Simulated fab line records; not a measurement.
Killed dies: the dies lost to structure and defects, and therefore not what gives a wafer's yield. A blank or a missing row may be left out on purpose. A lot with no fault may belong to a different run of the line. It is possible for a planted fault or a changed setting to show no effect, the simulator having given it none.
A lot that was struck, set against a sound lot    flow sfqLine    42 out of 325 route steps
Sound: the wafers L158.2, L158.3, L158.6. Struck: wafer L165.4 (left out: L165.1, L165.5 of the same lot, which were not struck); the cause appears at the end.
Each step with rows lists, per side, the tool, then ch with its chambers, then its first start. Under that, the readings that differ: sound wafers    struck wafers    difference of the means    sigmas: that difference in standard deviations of wafers without a fault.
alike: readings with means less than 2 such deviations apart, plus words and numbers identical on both sides. not compared: withheld readings, readings lacking a value on some wafer, bounds such as >300 that could conceal the same value, and numbers that have no deviation in the record and whose values overlap.
A row with sigmas, a row that says differs or no value, or rows on one side alone: a step with any of these is where the two part. Non-overlapping numbers with no deviation appear without sigmas and do not part them. A reading missing from all wafers of one side parts the sides only when that side holds two or more wafers.

SFQ_L0_RS_MEAS_901: the measuring method here is four-point-probe.
  struck on filmMetro-02, day 3 09:34; sound on filmMetro-02, day 1 22:35
  alike: L0_MONX_KI_RS
SFQ_L0_THK_MEAS_902: measures by xrf.
  struck on filmMetro-02, day 3 09:41; sound on filmMetro-02, day 1 22:41
  alike: L0_MONX_KI_THK
then, 6 steps without rows for these wafers: SFQ_TRILAYER_L0_LITHO_COAT_010 (resist thk 62 nm); SFQ_TRILAYER_L0_LITHO_COAT_005 (resist thk 600 nm); SFQ_TRILAYER_L0_LITHO_SOFTBAKE_009; SFQ_TRILAYER_L0_LITHO_EXPOSE_006 (exposes mask L0, target cd 2000 nm); SFQ_TRILAYER_L0_LITHO_PEB_008 (peb time 60 s); SFQ_TRILAYER_L0_LITHO_DEVELOP_007 (time 60 s).
SFQ_TRILAYER_L0_BARC_OPEN_METAL_ETCH_010: etches BARC in O2, target depth 125 nm, time 41.7 s.
  sound on rieMetal-02 ch 1, day 3 19:47; struck on rieMetal-02 ch 1, day 4 15:44
  alike: drypumpMotorCurrentA, oesProductAu
  not compared: rfHoursCounterH
SFQ_TRILAYER_L0_ETCH_METAL_ETCH_008: etches MoNx KI in SF6/O2, stops on SiO2, target depth 50 nm, time 25 s.
  sound on rieMetal-02 ch 1, day 3 19:50; struck on rieMetal-02 ch 1, day 4 15:47
  alike: drypumpMotorCurrentA, oesProductAu
  not compared: rfHoursCounterH
SFQ_TRILAYER_L0_STRIP_STRIP_009: strips in O2.
  sound on rieMetal-02 ch 1, day 3 19:53; struck on rieMetal-02 ch 1, day 4 15:50
  alike: drypumpMotorCurrentA, oesProductAu
  not compared: rfHoursCounterH
then, 1 step without rows for these wafers: SFQ_TRILAYER_L0_STRIP_SOLV_CLEAN_010 (cleans in NMP, time 600 s).
SFQ_TRILAYER_L0_CAP_PECVD_011: deposits SiO2 from SiH4/N2O, time 13.333 s, target thk 60 nm.
  sound on pecvd-02 ch 0,2, day 3 20:41; struck on pecvd-04 ch 2, day 4 16:37
reading                                             sound              struck  difference  sigmas
model.SiO2_of_TRILAYER_L0_CAP_PECVD_011.thkNm (nm)  59.84 58.86 60.38  90.07   +30.38      
  alike: heaterPowerW, throttleValvePct
then, 6 steps without rows for these wafers: SFQ_TRILAYER_L0_VIA_LITHO_COAT_018 (resist thk 62 nm); SFQ_TRILAYER_L0_VIA_LITHO_COAT_013 (resist thk 650 nm); SFQ_TRILAYER_L0_VIA_LITHO_SOFTBAKE_017; SFQ_TRILAYER_L0_VIA_LITHO_EXPOSE_014 (exposes mask L0V, target cd 700 nm); SFQ_TRILAYER_L0_VIA_LITHO_PEB_016 (peb time 60 s); SFQ_TRILAYER_L0_VIA_LITHO_DEVELOP_015 (time 60 s).
SFQ_L0V_OVL_MEAS_903:
  struck on overlay-02, day 6 05:19; sound on overlay-01, day 5 04:01
  alike: L0V_OVL
then, 1 step without rows for these wafers: SFQ_TRILAYER_L0_VIA_BARC_OPEN_VIA_ETCH_021 (etches BARC in O2, target depth 125 nm, time 41.7 s).
SFQ_TRILAYER_L0_VIA_ETCH_VIA_ETCH_016: etches SiO2 in CHF3, stops on MoNx KI, target depth 80 nm.
  sound on rieDiel-02 ch 1,2,3, day 5 04:05; struck on rieDiel-03 ch 1, day 6 05:25
reading                        sound              struck  difference  sigmas
drypumpMotorCurrentA (A)       6.1 5.6 5.6        6.5     +0.7        +2
oesProductAu (a.u.)            0.846 0.833 0.842  1.012   +0.172      +25
model.L0V.featureDepthNm (nm)  59.84 58.86 60.38  81.21   +21.52      
model.etch.depthNm (nm)        59.84 58.86 60.38  81.21   +21.52      
SFQ_TRILAYER_L0_VIA_STRIP_STRIP_017: strips in O2.
  sound on rieMetal-02 ch 0,1, day 5 04:08; struck on rieMetal-03 ch 1, day 6 05:29
  alike: drypumpMotorCurrentA, oesProductAu
  not compared: rfHoursCounterH
then, 1 step without rows for these wafers: SFQ_TRILAYER_L0_VIA_STRIP_SOLV_CLEAN_018 (cleans in NMP, time 600 s).
SFQ_TRILAYER_M0_DEP_PRE_CLEAN_020: time 15 s.
  struck on pvdSputter-03, day 6 06:51; sound on pvdSputter-05, day 5 04:55
reading                                             sound              struck  difference  sigmas
model.SiO2_of_TRILAYER_L0_CAP_PECVD_011.thkNm (nm)  54.84 53.86 55.38  85.07   +30.38      
then, 1 step without rows for these wafers: SFQ_TRILAYER_M0_DEP_SPUTTER_019 (material Nb, target thk 200 nm, time 133.3 s).
SFQ_M0_RS_MEAS_904: the measuring method here is four-point-probe.
  struck on filmMetro-01, day 6 06:58; sound on filmMetro-02, day 5 05:03
  alike: M0_NB_RS
then, 6 steps without rows for these wafers: SFQ_TRILAYER_M0_LITHO_COAT_026 (resist thk 62 nm); SFQ_TRILAYER_M0_LITHO_COAT_021 (resist thk 600 nm); SFQ_TRILAYER_M0_LITHO_SOFTBAKE_025; SFQ_TRILAYER_M0_LITHO_EXPOSE_022 (exposes mask M0, target cd 500 nm); SFQ_TRILAYER_M0_LITHO_PEB_024 (peb time 60 s); SFQ_TRILAYER_M0_LITHO_DEVELOP_023 (time 60 s).
SFQ_M0_OVL_MEAS_906:
  struck on overlay-02, day 7 19:31; sound on overlay-02, day 6 14:55
  alike: M0_OVL
SFQ_TRILAYER_M0_BARC_OPEN_METAL_ETCH_031: etches BARC in O2, target depth 125 nm, time 41.7 s.
  sound on rieMetal-04 ch 0,1, day 6 14:57; struck on rieMetal-04 ch 1, day 7 19:33
  alike: drypumpMotorCurrentA, oesProductAu
  not compared: rfHoursCounterH
then, 5 steps without rows for these wafers: SFQ_TRILAYER_M0_ETCH_METAL_ETCH_024 (etches Nb in Cl2/Ar, stops on SiO2, target depth 240 nm, time 120 s); SFQ_TRILAYER_M0_STRIP_STRIP_025 (strips in O2); SFQ_TRILAYER_M0_STRIP_SOLV_CLEAN_026 (cleans in NMP, time 600 s); SFQ_TRILAYER_I0_DEP_PECVD_027 (deposits SiO2 from SiH4/N2O, time 111.11 s, target thk 500 nm); SFQ_TRILAYER_I0_CMP_CMP_028 (polishes SiO2).
SFQ_I0_BOW_MEAS_907:
  struck on filmMetro-02, day 8 20:10; sound on filmMetro-02, day 7 01:01
  alike: I0_BOW
-- the record jumps here: 76 days lie between the struck wafers' starts before and after (it left off in module I0 and takes up again in module M8, whose first step shown is number 325 of the route) --
SFQ_M8_BOW_MEAS_951:
  struck on filmMetro-02, day 85 06:46; sound on filmMetro-03, day 80 18:17
reading                  sound              struck  difference  sigmas
model.etest.l0v.linkOhm  44.59 44.66 44.64  1e+06   +1e+06      
  alike: M8_BOW

## WHERE THEY PART
SFQ_TRILAYER_L0_VIA_ETCH_VIA_ETCH_016 only, going by this record. Later steps at which nothing parts them and some readings are alike: SFQ_TRILAYER_L0_VIA_STRIP_STRIP_017, SFQ_M0_RS_MEAS_904, SFQ_M0_OVL_MEAS_906, SFQ_TRILAYER_M0_BARC_OPEN_METAL_ETCH_031, SFQ_I0_BOW_MEAS_907, SFQ_M8_BOW_MEAS_951.

WHY: the cause the simulator had injected
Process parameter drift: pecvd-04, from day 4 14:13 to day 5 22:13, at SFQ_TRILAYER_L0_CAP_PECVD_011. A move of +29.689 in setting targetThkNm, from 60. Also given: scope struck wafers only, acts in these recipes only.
